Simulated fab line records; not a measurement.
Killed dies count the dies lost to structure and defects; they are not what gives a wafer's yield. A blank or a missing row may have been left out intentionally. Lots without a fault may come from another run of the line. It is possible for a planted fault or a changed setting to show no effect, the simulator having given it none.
The tool behind it: which one? ; flow sfq line ; 21 wafers sampled from 7 lots at 1 step of a route of 325

## WHAT THE GAUGES READ, wafer by wafer
SFQ_M4_OVL_MEAS_926.
lot;measured;on;M4_OVL (nm)
L674;day 35 05:22;overlay-02;9 9 7
L676;day 36 05:32;overlay-01;5 3 -2
L685;day 38 10:38;overlay-01;6 3 5
L690;day 39 17:39;overlay-01;0 3 -4
L692;day 40 11:44;overlay-01;13 9 13
L694;day 40 18:56;overlay-02;1 -3 0
L696;day 41 05:17;overlay-01;-2 -7 -4

## WHICH TOOL RAN EACH LOT (tool, then ch and the chambers of the sampled wafers, then the start)
There is no process step in the record ahead of these readings.

## THE ANSWER, worked out from the rows above alone
Rule: usual is defined by the lots themselves. The widest of any qualifying gaps counts: lots, ordered by their means at a reading, are off when they make up no more than a third of the lots, leave a main group of 4 or more, and stand apart from it by 3 or more times the standard deviation of that group's means. If all means in a main group match to the digits the tables above print for the reading, that group is not used. A lot without any number at a reading at which 4 lots or more have one is off too. All remaining lots with rows at the step are treated as sound.
No lot is off on any of the readings shown, so nothing can be concluded from this.

## WHAT THE SIMULATOR HAD PUT IN
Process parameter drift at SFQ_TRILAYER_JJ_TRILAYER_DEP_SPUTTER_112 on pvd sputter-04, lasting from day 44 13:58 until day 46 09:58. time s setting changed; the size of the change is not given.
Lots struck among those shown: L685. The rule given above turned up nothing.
